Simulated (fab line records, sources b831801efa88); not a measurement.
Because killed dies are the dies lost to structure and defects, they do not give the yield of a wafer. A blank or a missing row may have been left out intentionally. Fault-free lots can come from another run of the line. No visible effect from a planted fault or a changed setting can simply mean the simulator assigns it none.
The tool behind it: which one? || flow gf180mcu || 12 lots, 36 wafers sampled, at 6 steps of a route of 602

== WHAT EACH GAUGE READ, for each wafer ==
GF_HV_LDD_CD_MEAS_19: target cd 400 nm.
{"lot": "L333", "measured": "day 10 18:46", "on": "cd-sem-02", "cd-nm (nm)": "395.4 395.7 395.2"}
{"lot": "L335", "measured": "day 11 15:54", "on": "cd-sem-01", "cd-nm (nm)": "399.9 399.2 398.8"}
{"lot": "L336", "measured": "day 11 23:02", "on": "cd-sem-01", "cd-nm (nm)": "396.3 396.1 395.8"}
{"lot": "L337", "measured": "day 12 09:37", "on": "cd-sem-01", "cd-nm (nm)": "397.3 397.9 396.6"}
{"lot": "L338", "measured": "day 12 21:03", "on": "cd-sem-01", "cd-nm (nm)": "395.1 397.3 397.3"}
{"lot": "L339", "measured": "day 13 01:15", "on": "cd-sem-02", "cd-nm (nm)": "394.5 394.3 395.3"}
{"lot": "L341", "measured": "day 13 13:23", "on": "cd-sem-02", "cd-nm (nm)": "392.1 391.2 392.8"}
{"lot": "L343", "measured": "day 14 06:28", "on": "cd-sem-01", "cd-nm (nm)": "393.5 393.1 394.7"}
{"lot": "L344", "measured": "day 14 09:56", "on": "cd-sem-01", "cd-nm (nm)": "393.0 395.6 393.7"}
{"lot": "L345", "measured": "day 14 15:50", "on": "cd-sem-02", "cd-nm (nm)": "389.6 391.7 390.4"}
{"lot": "L347", "measured": "day 15 09:05", "on": "cd-sem-01", "cd-nm (nm)": "393.6 392.6 393.6"}
{"lot": "L354", "measured": "day 17 17:11", "on": "cd-sem-02", "cd-nm (nm)": "393.8 395.9 394.9"}

GF_HV_LDD_CD_MEAS_46: target cd 400 nm.
{"lot": "L333", "measured": "day 12 09:31", "on": "cd-sem-02", "cd-nm (nm)": "404.0 402.9 405.1"}
{"lot": "L335", "measured": "day 13 08:09", "on": "cd-sem-02", "cd-nm (nm)": "401.2 401.1 400.8"}
{"lot": "L336", "measured": "day 13 15:38", "on": "cd-sem-02", "cd-nm (nm)": "398.6 398.6 398.3"}
{"lot": "L337", "measured": "day 14 03:13", "on": "cd-sem-02", "cd-nm (nm)": "406.2 406.3 406.9"}
{"lot": "L338", "measured": "day 14 14:08", "on": "cd-sem-02", "cd-nm (nm)": "398.9 403.6 401.5"}
{"lot": "L339", "measured": "day 14 20:11", "on": "cd-sem-02", "cd-nm (nm)": "404.0 404.6 404.6"}
{"lot": "L341", "measured": "day 15 08:28", "on": "cd-sem-02", "cd-nm (nm)": "404.3 402.5 401.3"}
{"lot": "L343", "measured": "day 16 03:13", "on": "cd-sem-02", "cd-nm (nm)": "400.7 402.7 402.5"}
{"lot": "L344", "measured": "day 16 06:31", "on": "cd-sem-02", "cd-nm (nm)": "404.1 405.9 405.1"}
{"lot": "L345", "measured": "day 16 13:08", "on": "cd-sem-02", "cd-nm (nm)": "404.3 406.1 408.2"}
{"lot": "L347", "measured": "day 17 06:30", "on": "cd-sem-01", "cd-nm (nm)": "399.3 398.2 400.6"}
{"lot": "L354", "measured": "day 19 18:51", "on": "cd-sem-01", "cd-nm (nm)": "- - -"}

GF_HV_LDD_TW_MEAS_50.
{"lot": "L333", "measured": "day 12 09:54", "on": "film-metro-04", "HV_LDD_4_TW": "575 574 574"}
{"lot": "L335", "measured": "day 13 08:33", "on": "film-metro-04", "HV_LDD_4_TW": "571 575 574"}
{"lot": "L336", "measured": "day 13 16:02", "on": "film-metro-04", "HV_LDD_4_TW": "574 571 570"}
{"lot": "L337", "measured": "day 14 03:35", "on": "film-metro-04", "HV_LDD_4_TW": "572 576 573"}
{"lot": "L338", "measured": "day 14 14:32", "on": "film-metro-03", "HV_LDD_4_TW": "577 571 571"}
{"lot": "L339", "measured": "day 14 20:35", "on": "film-metro-01", "HV_LDD_4_TW": "572 568 567"}
{"lot": "L341", "measured": "day 15 08:52", "on": "film-metro-04", "HV_LDD_4_TW": "573 573 574"}
{"lot": "L343", "measured": "day 16 03:38", "on": "film-metro-04", "HV_LDD_4_TW": "570 571 573"}
{"lot": "L344", "measured": "day 16 06:55", "on": "film-metro-04", "HV_LDD_4_TW": "571 573 574"}
{"lot": "L345", "measured": "day 16 13:32", "on": "film-metro-03", "HV_LDD_4_TW": "573 571 571"}
{"lot": "L347", "measured": "day 17 06:54", "on": "film-metro-04", "HV_LDD_4_TW": "570 570 573"}
{"lot": "L354", "measured": "day 19 19:15", "on": "film-metro-03", "HV_LDD_4_TW": "30 30 30"}

== WHICH TOOL RAN EACH LOT (tool, then ch and the chambers of the sampled wafers, then the start) ==
{"lot": "L333", "GF_VT_IMPLANT_RTA_45": "rtp-anneal-01 ch 0, day 7 13:58", "GF_HV_LDD_EXPOSE_43": "iline-stepper-01 ch 0, day 11 23:47", "GF_HV_LDD_STRIP_49": "plasma-asher-01 ch 0,1, day 12 09:49"}
{"lot": "L335", "GF_VT_IMPLANT_RTA_45": "rtp-anneal-01 ch 0, day 8 06:38", "GF_HV_LDD_EXPOSE_43": "iline-stepper-01 ch 0, day 12 21:57", "GF_HV_LDD_STRIP_49": "plasma-asher-03 ch 0, day 13 08:26"}
{"lot": "L336", "GF_VT_IMPLANT_RTA_45": "rtp-anneal-02 ch 0, day 8 13:17", "GF_HV_LDD_EXPOSE_43": "iline-stepper-01 ch 0, day 13 06:09", "GF_HV_LDD_STRIP_49": "plasma-asher-03 ch 0,1, day 13 15:55"}
{"lot": "L337", "GF_VT_IMPLANT_RTA_45": "rtp-anneal-02 ch 0, day 8 21:23", "GF_HV_LDD_EXPOSE_43": "iline-stepper-02 ch 0, day 13 16:23", "GF_HV_LDD_STRIP_49": "plasma-asher-02 ch 0,1, day 14 03:31"}
{"lot": "L338", "GF_VT_IMPLANT_RTA_45": "rtp-anneal-02 ch 0, day 9 08:06", "GF_HV_LDD_EXPOSE_43": "iline-stepper-02 ch 0, day 14 04:14", "GF_HV_LDD_STRIP_49": "plasma-asher-02 ch 0,1, day 14 14:26"}
{"lot": "L339", "GF_VT_IMPLANT_RTA_45": "rtp-anneal-02 ch 0, day 9 11:06", "GF_HV_LDD_EXPOSE_43": "iline-stepper-02 ch 0, day 14 09:39", "GF_HV_LDD_STRIP_49": "plasma-asher-03 ch 0,1, day 14 20:28"}
{"lot": "L341", "GF_VT_IMPLANT_RTA_45": "rtp-anneal-01 ch 0, day 9 23:41", "GF_HV_LDD_EXPOSE_43": "iline-stepper-01 ch 0, day 14 22:02", "GF_HV_LDD_STRIP_49": "plasma-asher-01 ch 0,1, day 15 08:46"}
{"lot": "L343", "GF_VT_IMPLANT_RTA_45": "rtp-anneal-01 ch 0, day 10 13:52", "GF_HV_LDD_EXPOSE_43": "iline-stepper-01 ch 0, day 15 16:13", "GF_HV_LDD_STRIP_49": "plasma-asher-02 ch 0,1, day 16 03:32"}
{"lot": "L344", "GF_VT_IMPLANT_RTA_45": "rtp-anneal-02 ch 0, day 10 17:37", "GF_HV_LDD_EXPOSE_43": "iline-stepper-02 ch 0, day 15 19:06", "GF_HV_LDD_STRIP_49": "plasma-asher-01 ch 0,1, day 16 06:49"}
{"lot": "L345", "GF_VT_IMPLANT_RTA_45": "rtp-anneal-01 ch 0, day 10 23:59", "GF_HV_LDD_EXPOSE_43": "iline-stepper-02 ch 0, day 16 01:48", "GF_HV_LDD_STRIP_49": "plasma-asher-01 ch 0,1, day 16 13:25"}
{"lot": "L347", "GF_VT_IMPLANT_RTA_45": "rtp-anneal-01 ch 0, day 11 15:38", "GF_HV_LDD_EXPOSE_43": "iline-stepper-02 ch 0, day 16 19:19", "GF_HV_LDD_STRIP_49": "plasma-asher-02 ch 0,1, day 17 06:47"}
{"lot": "L354", "GF_VT_IMPLANT_RTA_45": "rtp-anneal-02 ch 0, day 13 14:35", "GF_HV_LDD_EXPOSE_43": "iline-stepper-02 ch 0, day 19 06:34", "GF_HV_LDD_STRIP_49": "plasma-asher-03 ch 0,1, day 19 19:08"}
- GF_VT_IMPLANT_RTA_45: time 30 s.
- GF_HV_LDD_EXPOSE_43: exposes mask Pplus HV AREA, target cd 400 nm.
- GF_HV_LDD_STRIP_49: strips in O2/N2.

== WHAT THE TOOLS THEMSELVES READ (means of the sampled wafers that have a number; where no wafer has one, the mark that the record gives instead) ==
GF_VT_IMPLANT_RTA_45.
{"lot": "L333", "tool": "rtp-anneal-01", "lamp-power-pct (%)": 40.9, "wafer_temp_C_max": 1054.2}
{"lot": "L335", "tool": "rtp-anneal-01", "lamp-power-pct (%)": 40.9, "wafer_temp_C_max": 1054.2}
{"lot": "L336", "tool": "rtp-anneal-02", "lamp-power-pct (%)": 39.2, "wafer_temp_C_max": 1055.3}
{"lot": "L337", "tool": "rtp-anneal-02", "lamp-power-pct (%)": 39.3, "wafer_temp_C_max": 1054.4}
{"lot": "L338", "tool": "rtp-anneal-02", "lamp-power-pct (%)": 39.2, "wafer_temp_C_max": 1053.9}
{"lot": "L339", "tool": "rtp-anneal-02", "lamp-power-pct (%)": 39.2, "wafer_temp_C_max": 1053.1}
{"lot": "L341", "tool": "rtp-anneal-01", "lamp-power-pct (%)": 40.9, "wafer_temp_C_max": 1054.6}
{"lot": "L343", "tool": "rtp-anneal-01", "lamp-power-pct (%)": 40.9, "wafer_temp_C_max": 1054.1}
{"lot": "L344", "tool": "rtp-anneal-02", "lamp-power-pct (%)": 39.2, "wafer_temp_C_max": 1055.6}
{"lot": "L345", "tool": "rtp-anneal-01", "lamp-power-pct (%)": 40.9, "wafer_temp_C_max": 1054.9}
{"lot": "L347", "tool": "rtp-anneal-01", "lamp-power-pct (%)": 40.8, "wafer_temp_C_max": 1054.3}
{"lot": "L354", "tool": "rtp-anneal-02", "lamp-power-pct (%)": 39.2, "wafer_temp_C_max": 1054.5}

GF_HV_LDD_STRIP_49.
{"lot": "L333", "tool": "plasma-asher-01", "drypump-motor-current-A (A)": 5.6, "heater-power-w (W)": 304, "oes-product-au (a.u.)": 0.715, "strip-time-to-endpoint-s (s)": 12.61}
{"lot": "L335", "tool": "plasma-asher-03", "drypump-motor-current-A (A)": 5.6, "heater-power-w (W)": 277, "oes-product-au (a.u.)": 0.716, "strip-time-to-endpoint-s (s)": 12.66}
{"lot": "L336", "tool": "plasma-asher-03", "drypump-motor-current-A (A)": 5.6, "heater-power-w (W)": 298, "oes-product-au (a.u.)": 0.715, "strip-time-to-endpoint-s (s)": 12.67}
{"lot": "L337", "tool": "plasma-asher-02", "drypump-motor-current-A (A)": 6.4, "heater-power-w (W)": 337, "oes-product-au (a.u.)": 0.712, "strip-time-to-endpoint-s (s)": 12.62}
{"lot": "L338", "tool": "plasma-asher-02", "drypump-motor-current-A (A)": 6.4, "heater-power-w (W)": 330, "oes-product-au (a.u.)": 0.712, "strip-time-to-endpoint-s (s)": 12.64}
{"lot": "L339", "tool": "plasma-asher-03", "drypump-motor-current-A (A)": 5.6, "heater-power-w (W)": 288, "oes-product-au (a.u.)": 0.716, "strip-time-to-endpoint-s (s)": 12.63}
{"lot": "L341", "tool": "plasma-asher-01", "drypump-motor-current-A (A)": 5.6, "heater-power-w (W)": 304, "oes-product-au (a.u.)": 0.715, "strip-time-to-endpoint-s (s)": 12.59}
{"lot": "L343", "tool": "plasma-asher-02", "drypump-motor-current-A (A)": 6.5, "heater-power-w (W)": 305, "oes-product-au (a.u.)": 0.721, "strip-time-to-endpoint-s (s)": 12.59}
{"lot": "L344", "tool": "plasma-asher-01", "drypump-motor-current-A (A)": 5.6, "heater-power-w (W)": 334, "oes-product-au (a.u.)": 0.714, "strip-time-to-endpoint-s (s)": 12.66}
{"lot": "L345", "tool": "plasma-asher-01", "drypump-motor-current-A (A)": 5.6, "heater-power-w (W)": 337, "oes-product-au (a.u.)": 0.713, "strip-time-to-endpoint-s (s)": 12.68}
{"lot": "L347", "tool": "plasma-asher-02", "drypump-motor-current-A (A)": 6.4, "heater-power-w (W)": 334, "oes-product-au (a.u.)": 0.714, "strip-time-to-endpoint-s (s)": 12.68}
{"lot": "L354", "tool": "plasma-asher-03", "drypump-motor-current-A (A)": 5.6, "heater-power-w (W)": 285, "oes-product-au (a.u.)": 0.718, "strip-time-to-endpoint-s (s)": 12.63}

== THE ANSWER, worked out from the rows above alone ==
Rule: usual is defined by the lots themselves. The widest of any qualifying gaps counts: lots, ordered by their means at a reading, are off when they make up no more than a third of the lots, leave a main group of 4 or more, and stand apart from it by 3 or more times the standard deviation of that group's means. The tables above print the reading to a certain number of digits; a main group whose means all agree to those digits is not used. A lot without any number at a reading at which 4 lots or more have one is off too. Any other lot the step has rows for is counted as sound. First the gauges in route order, then the tools' own readings, where a lot's mean is used as printed above. At the first step where some lot is off, the reading lying furthest off is the one used; lots without a number count as furthest.
Off, at GF_HV_LDD_CD_MEAS_46 on cd-nm: L354. Without a number there: L354. Main group: mean 402.8 nm, sd 2.5.
A tool fits if, at a process step before that reading, it ran every lot that is off, and no sound lot after the first of them. The gauges at GF_HV_LDD_CD_MEAS_46 aren't tried: what is off there is off at GF_HV_LDD_TW_MEAS_50 too, on other tools, and a gauge's error can't cause that. 2 tools fit, rtp-anneal-02 at GF_VT_IMPLANT_RTA_45 and iline-stepper-02 at GF_HV_LDD_EXPOSE_43, so this cannot tell which one it is.

== WHAT WAS PUT IN BY THE SIMULATOR ==
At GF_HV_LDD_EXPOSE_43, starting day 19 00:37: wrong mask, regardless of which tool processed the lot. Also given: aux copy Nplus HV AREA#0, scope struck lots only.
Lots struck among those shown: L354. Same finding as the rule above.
